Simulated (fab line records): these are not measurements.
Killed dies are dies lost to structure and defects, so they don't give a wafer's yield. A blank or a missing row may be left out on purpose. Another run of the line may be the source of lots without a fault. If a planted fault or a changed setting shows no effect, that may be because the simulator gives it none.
Comparing a struck lot with a sound one / flow sky130 / 14 steps out of a route of 708
Sound: wafers L843.1, L843.4, L843.6. The struck wafers were L836.3, L836.5, L836.6. The cause comes at the end.
For every step that has rows: the tool of each side, followed by ch and its chambers, followed by its first start. Under that, the readings that differ: sound wafers / struck wafers / difference of the means / sigmas: that difference in standard deviations of wafers without a fault.
alike: readings with means less than 2 such deviations apart, plus words and numbers identical on both sides. not compared: withheld readings, readings lacking a value on some wafer, bounds such as >300 that could conceal the same value, and numbers that have no deviation in the record and whose values overlap.
The two part at a step that has a row with sigmas, a row that says differs or no value, or rows on one side only. Non-overlapping numbers with no deviation appear without sigmas and do not part them. A reading missing from all wafers of one side parts the sides only when that side holds two or more wafers.

first, 5 steps without rows for these wafers: SKY_SD_N_COAT_02 (resist thk 1140 nm); SKY_SD_N_SOFTBAKE_03 (time 60 s); SKY_SD_N_EXPOSE_04 (exposes mask NSDM, target cd 380 nm); SKY_SD_N_PEB_05; SKY_SD_N_DEVELOP_06 (develop time 60 s).
SKY_SD_N_CD_MEAS_07: target cd 380 nm.
  sound on cd-sem-02, day 33 18:31; struck on cd-sem-02, day 30 23:36
  alike: cd-nm
SKY_SD_N_OVL_MEAS_08:
  sound on overlay-01, day 33 18:38; struck on overlay-01, day 30 23:42
  alike: SD_N_OVL
then, 2 steps without rows for these wafers: SKY_SD_N_IMPLANT_09; SKY_SD_N_IMPLANT_10.
SKY_SD_N_STRIP_11: strips in O2/N2.
  sound on plasma-asher-02 ch 0,1, day 33 18:58; struck on plasma-asher-03 ch 0,1, day 31 00:03
  alike: drypump-motor-current-A, oes-product-au, strip-time-to-endpoint-s
  not compared: rf-hours-counter-h
SKY_SD_N_TW_MEAS_12:
  sound on film-metro-03, day 33 19:04; struck on film-metro-01, day 31 00:08
  alike: SD_N_TW
then, 1 step without rows for these wafers: SKY_SD_N_CLEAN_13 (cleans in SC1/SC2, time 150 s).
SKY_SD_N_RTA_14: time 2 s.
  sound on rtp-anneal-02 ch 0, day 33 19:11; struck on rtp-anneal-01 ch 0, day 31 00:15
reading=ramp-up-c-per-s; sound=149.99 149.99 149.98; struck=44.987 44.957 45.014; difference=-105.001; sigmas=-99 or more
  alike: chamber-o2-ppm, lamp-power-pct, wafer_temp_C_max
-- record jumps: 17 days separate the struck wafers' starts on either side; left off in module SD_N, taken up again in module PAD_OPEN, whose first shown step is the route's number 708 --
SKY_PAD_OPEN_PROBE_99:
  sound on prober-02, day 50 01:41; struck on prober-02, day 48 01:55
reading=model.etest.res-xhigh-po.line-ohm-um; sound=5924 6043 5955; struck=5724 5302 5428; difference=-489; sigmas=
reading=model.etest.res-xhigh-po.rs-ohm-sq; sound=2054 2114 2093; struck=2029 1888 1894; difference=-150; sigmas=
reading=model.etest.res-pdiff.line-ohm-um; sound=1358 1337 1360; struck=1251 1257 1261; difference=-95; sigmas=
reading=model.etest.res-high-po.line-ohm-um; sound=734.1 750.8 745.4; struck=710.1 686.6 683; difference=-50.2; sigmas=
reading=model.etest.licon-high-po.rc-ohm; sound=350.9 347.4 339.1; struck=310.5 305.5 300.8; difference=-40.2; sigmas=
reading=model.etest.res-high-po.rs-ohm-sq; sound=257.3 263.4 262.3; struck=252.5 240.6 238.6; difference=-17.1; sigmas=
reading=model.etest.res-pdiff-hv.rs-ohm-sq; sound=189.2 190.8 189.9; struck=179.7 181.1 179.5; difference=-9.9; sigmas=
reading=model.etest.res-pdiff.rs-ohm-sq; sound=195.7 198.6 198.5; struck=184.8 186.8 184.5; difference=-12.2; sigmas=
  alike: killed_at_M0_to_M3, killed_at_M4_up, killed-at-contacts, killed-at-front-end, killed-at-other, killed-dies, killed-open, killed-short

== WHERE THEY PART ==
SKY_SD_N_RTA_14 only, going by this record. Later steps at which nothing parts them and some readings are alike: SKY_PAD_OPEN_PROBE_99.

WHY: whatever the simulator had introduced
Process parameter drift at SKY_SD_N_RTA_14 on rtp-anneal-01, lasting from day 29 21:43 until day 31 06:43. The setting ramp-up-c-per-s was moved by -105, starting from 150. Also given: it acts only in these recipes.
